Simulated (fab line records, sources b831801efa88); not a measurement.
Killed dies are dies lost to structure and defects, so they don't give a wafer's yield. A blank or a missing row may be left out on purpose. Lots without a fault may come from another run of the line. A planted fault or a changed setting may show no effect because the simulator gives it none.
Which tool did it? | flow sky130 | 12 lots, 36 wafers sampled, at 2 steps of a route of 708

WHAT THE GAUGES READ, wafer by wafer
SKY_VIA4_THK_MEAS_01. Usual: VIA4_HDPCVD_THK 1749 nm, standard deviation 20.
lot  | measured     | on            | VIA4_HDPCVD_THK (nm) | flag
L330 | day 42 04:25 | film_metro-02 | 1779 1717 1748       |
L333 | day 42 16:28 | film_metro-03 | 1722 1767 1745       |
L332 | day 42 17:28 | film_metro-04 | 1764 1740 1766       |
L334 | day 42 23:50 | film_metro-04 | 1744 1759 1743       |
L335 | day 43 15:03 | film_metro-03 | 1760 1752 1754       |
L337 | day 43 18:55 | film_metro-02 | 1753 1777 1733       |
L338 | day 44 03:47 | film_metro-02 | 1784 1778 1758       |
L341 | day 44 19:08 | film_metro-04 | 1774 1730 1728       |
L342 | day 45 08:25 | film_metro-03 | 1782 1745 1779       |
L343 | day 45 16:13 | film_metro-02 | 1740 1768 1731       |
L344 | day 46 00:16 | film_metro-03 | 1779 1741 1738       |
L345 | day 46 00:56 | film_metro-03 | 1762 1754 1772       |

WHICH TOOL RAN EACH LOT (tool, then ch and the chambers of the sampled wafers, then the start)
lot  | SKY_METAL2_SPUTTER_04
L330 | pvd_sputter-04, day 34 12:30
L333 | pvd_sputter-04, day 35 01:05
L332 | pvd_sputter-04, day 35 02:13
L334 | pvd_sputter-04, day 35 09:19
L335 | pvd_sputter-01, day 36 01:25
L337 | pvd_sputter-03, day 36 06:56
L338 | pvd_sputter-04, day 36 15:30
L341 | pvd_sputter-04, day 37 10:17
L342 | pvd_sputter-04, day 37 22:47
L343 | pvd_sputter-04, day 38 07:19
L344 | pvd_sputter-04, day 38 19:21
L345 | pvd_sputter-03, day 38 20:56
- SKY_METAL2_SPUTTER_04: material TiN, target thk 70 nm, time 58.3 s.

WHAT THE TOOLS THEMSELVES READ (means of the sampled wafers that have a number; where no wafer has one, the mark that the record gives instead)
SKY_METAL2_SPUTTER_04. Usual: cathode_dc_power_W 6499.9 W, standard deviation 1.4; throttle_valve_pct 30.5 %, standard deviation 1.
lot  | tool           | cathode_dc_power_W (W) | throttle_valve_pct (%) | flag
L330 | pvd_sputter-04 | 6501.2                 | 31.6                   |
L333 | pvd_sputter-04 | 6499.7                 | 31.1                   |
L332 | pvd_sputter-04 | 6500.1                 | 31.2                   |
L334 | pvd_sputter-04 | 6498.6                 | 30.6                   |
L335 | pvd_sputter-01 | 6500.2                 | 30.1                   |
L337 | pvd_sputter-03 | 6500.0                 | 29.9                   |
L338 | pvd_sputter-04 | 6500.1                 | 31.3                   |
L341 | pvd_sputter-04 | 6499.3                 | 31.0                   |
L342 | pvd_sputter-04 | 6500.3                 | 31.2                   |
L343 | pvd_sputter-04 | 6499.2                 | 31.4                   |
L344 | pvd_sputter-04 | 6499.4                 | 31.3                   |
L345 | pvd_sputter-03 | 6501.0                 | 30.5                   |

THE ANSWER, worked out from the rows above alone
Rule: a lot is off if the mean of its wafers that have a number lies more than 3 standard deviations from the usual mean. A lot without any number at a reading at which 4 lots or more have one is off too. The other lots that the step has rows for count as sound. The gauges are gone through in route order, then the tools' own readings, and for those a lot's mean is taken as printed above. The first step at which some lot is off is used, and at that step the reading that is off furthest; a lot without a number counts as furthest.
No lot is off at any reading shown: from this, nothing can be told.

WHAT THE SIMULATOR HAD PUT IN
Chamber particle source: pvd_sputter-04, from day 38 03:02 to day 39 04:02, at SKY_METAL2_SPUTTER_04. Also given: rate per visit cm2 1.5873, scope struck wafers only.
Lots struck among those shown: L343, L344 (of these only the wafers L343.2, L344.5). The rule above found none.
